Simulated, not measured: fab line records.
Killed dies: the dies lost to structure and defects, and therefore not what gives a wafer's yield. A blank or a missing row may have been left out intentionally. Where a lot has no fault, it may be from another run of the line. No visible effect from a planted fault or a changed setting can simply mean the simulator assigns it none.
The tool behind it: which one? || flow sky130 || route of 708 steps, sampled at 1 step: 11 lots, 33 wafers

== WHAT THE GAUGES READ, wafer by wafer ==
SKY_VIA3_OVL_MEAS_13.
{"lot": "L691", "measured": "day 39 08:42", "on": "overlay-02", "VIA3_OVL (nm)": "5 3 11"}
{"lot": "L694", "measured": "day 40 11:33", "on": "overlay-02", "VIA3_OVL (nm)": "-2 6 1"}
{"lot": "L697", "measured": "day 41 06:24", "on": "overlay-01", "VIA3_OVL (nm)": "4 9 6"}
{"lot": "L698", "measured": "day 41 18:21", "on": "overlay-01", "VIA3_OVL (nm)": "6 5 5"}
{"lot": "L699", "measured": "day 42 04:54", "on": "overlay-02", "VIA3_OVL (nm)": "-1 -7 -1"}
{"lot": "L703", "measured": "day 43 05:05", "on": "overlay-02", "VIA3_OVL (nm)": "7 11 6"}
{"lot": "L706", "measured": "day 44 01:50", "on": "overlay-01", "VIA3_OVL (nm)": "-1 6 -1"}
{"lot": "L707", "measured": "day 44 02:12", "on": "overlay-02", "VIA3_OVL (nm)": "-2 5 4"}
{"lot": "L704", "measured": "day 44 07:00", "on": "overlay-01", "VIA3_OVL (nm)": "-3 -6 -4"}
{"lot": "L710", "measured": "day 44 22:29", "on": "overlay-01", "VIA3_OVL (nm)": "-3 -6 -1"}
{"lot": "L714", "measured": "day 45 20:04", "on": "overlay-02", "VIA3_OVL (nm)": "-5 -1 -1"}

== WHAT TOOL EACH LOT RAN ON (gives the tool, then ch and the chambers of the sampled wafers, and finally the start) ==
No process step before these readings appears in the record.

== THE ANSWER, worked out from the rows above alone ==
Rule: the usual values come from the lots themselves. The widest of any qualifying gaps counts: lots, ordered by their means at a reading, are off when they make up no more than a third of the lots, leave a main group of 4 or more, and stand apart from it by 3 or more times the standard deviation of that group's means. A main group is skipped when, at the precision printed for the reading in the tables above, its means are all equal. Also off: a lot with no number at a reading for which 4 or more lots have one. Where the step has rows for the other lots, those lots are counted as sound.
No lot is off on any of the readings shown, so nothing can be concluded from this.

== WHAT WAS PUT IN BY THE SIMULATOR ==
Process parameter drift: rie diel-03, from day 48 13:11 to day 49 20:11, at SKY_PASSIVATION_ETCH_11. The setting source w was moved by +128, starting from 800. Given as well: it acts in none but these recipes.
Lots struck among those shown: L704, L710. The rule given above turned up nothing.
